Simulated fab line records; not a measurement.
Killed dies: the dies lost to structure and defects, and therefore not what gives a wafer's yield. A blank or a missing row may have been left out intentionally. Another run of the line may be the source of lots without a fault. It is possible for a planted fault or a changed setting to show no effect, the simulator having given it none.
Comparing a struck lot with a sound one	flow gf180mcu	15 out of 602 route steps
Sound: wafers L696.1, L696.4, L696.5. Struck: wafer L704.6 (L704.2, L704.3, from the same lot, were not struck and are left out); the cause is given at the end.
Per side, at each step with rows, come the tool, then ch with its chambers, and then its first start. Under that, the readings that differ: sound wafers	struck wafers	difference of the means	sigmas: that difference in standard deviations of wafers without a fault.
alike: same words and numbers on both sides, and readings whose means sit less than 2 such deviations apart. not compared: any withheld reading, any reading some wafer has no value for, any bound like >300 that may hide the same value, and any number with overlapping values for which the record gives no deviation.
A row with sigmas, a row that says differs or no value, or rows on one side alone: a step with any of these is where the two part. Numbers that have no deviation but don't overlap get no sigmas and don't part them. Lack of a reading on every wafer of one side parts them only where that side has two or more wafers.

GF_M2_SPUTTER_04: material TiN, target thk 50 nm, time 41.7 s.
  sound on pvdSputter-01 at day 19 17:20; struck on pvdSputter-04 at day 22 10:55
  alike: chamberPressurePa, throttleValvePct
GF_M2_RS_MEAS_05: uses a four-point probe to measure.
  sound on filmMetro-02 at day 19 17:23; struck on filmMetro-01 at day 22 10:59
  alike: M2_ALCU_RS
GF_M2_THK_MEAS_06: measures by xrf.
  sound on filmMetro-02 at day 19 17:30; struck on filmMetro-01 at day 22 11:05
  alike: M2_ALCU_THK
then, 7 steps without rows for these wafers: GF_M2_DEHYDRATE_07 (time 60 s); GF_M2_HMDS_08 (prime time 60 s); GF_M2_COAT_09 (resist thk 1000 nm); GF_M2_SOFTBAKE_10 (time 60 s); GF_M2_EXPOSE_11 (exposes mask Metal2, target cd 280 nm); GF_M2_PEB_12 (peb time 90 s); GF_M2_DEVELOP_13 (develop time 60 s).
GF_M2_CD_MEAS_14: target cd 280 nm.
  sound on cdSem-02 at day 20 17:19; struck on cdSem-02 at day 23 09:34
  alike: cdNm
GF_M2_OVL_MEAS_15:
  sound on overlay-01 at day 20 17:26; struck on overlay-01 at day 23 09:40
  alike: M2_OVL
GF_M2_METAL_ETCH_16: etches the open film in Cl2/BCl3, stops on SiO2, target depth 750.8 nm, time 125.1 s.
  sound on rieMetal-03 ch 0,1, day 20 17:28; struck on rieMetal-01 ch 1, day 23 09:42
reading	sound	struck	difference	sigmas
bcl3FlowSccm (sccm)	39.96 40.10 40.20	39.83	-0.26	-2
oesProductAu (a.u.)	0.995 0.993 0.991	0.921	-0.072	-10
throttleValvePct (%)	28.220 28.248 28.218	28.301	+0.072	+7
model.KrF_of_M2_COAT_09.thkNm (nm)	679.1 683.7 688.4	719.6	+35.9	
  alike: chamberPressureMTorr, drypumpMotorCurrentA
  not compared: rfHoursCounterH
GF_M2_STRIP_17: strips in O2/N2.
  sound on plasmaAsher-01 ch 0,1, day 20 17:35; struck on plasmaAsher-02 ch 0, day 23 09:50
reading	sound	struck	difference	sigmas
chamberPressureMTorr (mTorr)	1499.7 1498.1 1498.6	1501.9	+3.1	+2
oesProductAu (a.u.)	0.531 0.532 0.540	0.553	+0.019	+4
stripTimeToEndpointS (s)	7.33 7.37 7.41	7.74	+0.37	+6
  alike: drypumpMotorCurrentA, heaterPowerW
  not compared: rfHoursCounterH
then, 1 step without rows for these wafers: GF_M2_STRIP_18 (strips in post etch residue remover, time 1200 s).

WHERE THEY PART
At GF_M2_METAL_ETCH_16 first; at GF_M2_STRIP_17 last (within this record only).

WHY: what the simulator had put in
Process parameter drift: rieMetal-01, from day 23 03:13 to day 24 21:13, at GF_M2_METAL_ETCH_16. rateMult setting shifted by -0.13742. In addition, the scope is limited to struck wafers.
